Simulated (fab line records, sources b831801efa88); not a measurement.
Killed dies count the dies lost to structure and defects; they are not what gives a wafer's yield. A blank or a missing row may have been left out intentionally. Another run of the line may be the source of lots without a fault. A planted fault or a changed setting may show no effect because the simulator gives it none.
Chamber matching | flow sky130 | 4 sister chambers for SKY_VIA3_CMP_02 on cmp-01
The step polishes SiO2. 18 wafers are shown with their chamber, then 9 later ones without.

EACH WAFER AND ITS CHAMBER
wafer  | chamber | slurry-flow-ml-min | platen-rpm (rpm) | edge-zone-pressure-frac
L924.4 | 3       | 150.9              | 60.04            | 0.997
L924.5 | 0       | 150.2              | 60.03            | 0.997
L924.6 | 1       | 150.5              | 60.00            | 0.999
L926.1 | 2       | 149.9              | 60.00            | 1.004
L926.3 | 0       | 150.7              | 60.00            | 1.003
L926.4 | 1       | 150.7              | 60.00            | 1.001
L928.3 | 2       | 149.5              | 60.03            | 1.006
L928.4 | 3       | 150.0              | 60.05            | 0.997
L928.6 | 0       | 149.9              | 59.99            | 1.006
L929.1 | 2       | 149.4              | 60.01            | 1.004
L929.3 | 1       | 151.1              | 60.03            | 1.010
L929.6 | 0       | 150.2              | 60.02            | 1.007
L932.1 | 3       | 149.9              | 60.01            | 0.999
L932.2 | 0       | 150.3              | 59.94            | 1.004
L932.4 | 1       | 150.1              | 59.99            | 1.004
L934.1 | 0       | 150.0              | 59.99            | 0.997
L934.4 | 1       | 150.1              | 60.01            | 0.988
L934.6 | 0       | 150.3              | 59.96            | 0.999

SIGNATURES, as means of the wafers listed above
reading                 | chamber 0 | chamber 1 | chamber 2 | chamber 3 | scatter within a chamber
slurry-flow-ml-min      | 150.229   | 150.500   | 149.600   | 150.267   | 0.365
platen-rpm              | 59.9900   | 60.0060   | 60.0133   | 60.0333   | 0.0243
edge-zone-pressure-frac | 1.00186   | 1.00040   | 1.00467   | 0.99767   | 0.00515
Rule: a wafer lies at a distance from a chamber equal to the root of the sum of squares, over the readings, of (its reading less the chamber's mean, divided by the reading's scatter). The wafer belongs to the nearest chamber; if the next one is less than 2 further off, it can't be placed. How the scatter is found: for the shown wafers, subtract from each reading the mean of its chamber, square and add these, divide the total by (wafers less chambers), then take the root.

WAFERS WITHOUT THEIR CHAMBER
wafer  | slurry-flow-ml-min | platen-rpm (rpm) | edge-zone-pressure-frac
L933.2 | 150.2              | 60.00            | 1.000
L933.5 | 150.2              | 60.01            | 1.000
L933.6 | 149.4              | 60.01            | 1.005
L935.3 | 149.7              | 60.03            | 1.000
L935.4 | 149.7              | 59.98            | 0.997
L935.6 | 150.5              | 60.01            | 0.999
L945.1 | 150.2              | 59.97            | 1.002
L945.3 | 149.5              | 59.96            | 0.999
L945.4 | 149.8              | 59.93            | 1.003

CHAMBER TAKEN BY EACH
wafer  | from the rows above               | in truth
L933.2 | can't be placed: 0 or 1 or 3 or 2 | 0
L933.5 | can't be placed: 1 or 0 or 3 or 2 | 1
L933.6 | can't be placed: 2 or 0           | 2
L935.3 | can't be placed: 2 or 3 or 0 or 1 | 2
L935.4 | can't be placed: 0 or 2 or 1 or 3 | 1
L935.6 | can't be placed: 1 or 3 or 0      | 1
L945.1 | can't be placed: 0 or 1 or 2 or 3 | 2
L945.3 | can't be placed: 0 or 2 or 1 or 3 | 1
L945.4 | can't be placed: 0 or 2 or 1 or 3 | 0
0 of 9 placed correctly. Unplaceable from these rows: 9, with the true chamber sitting among the candidates in 9. 0 placed wrongly.
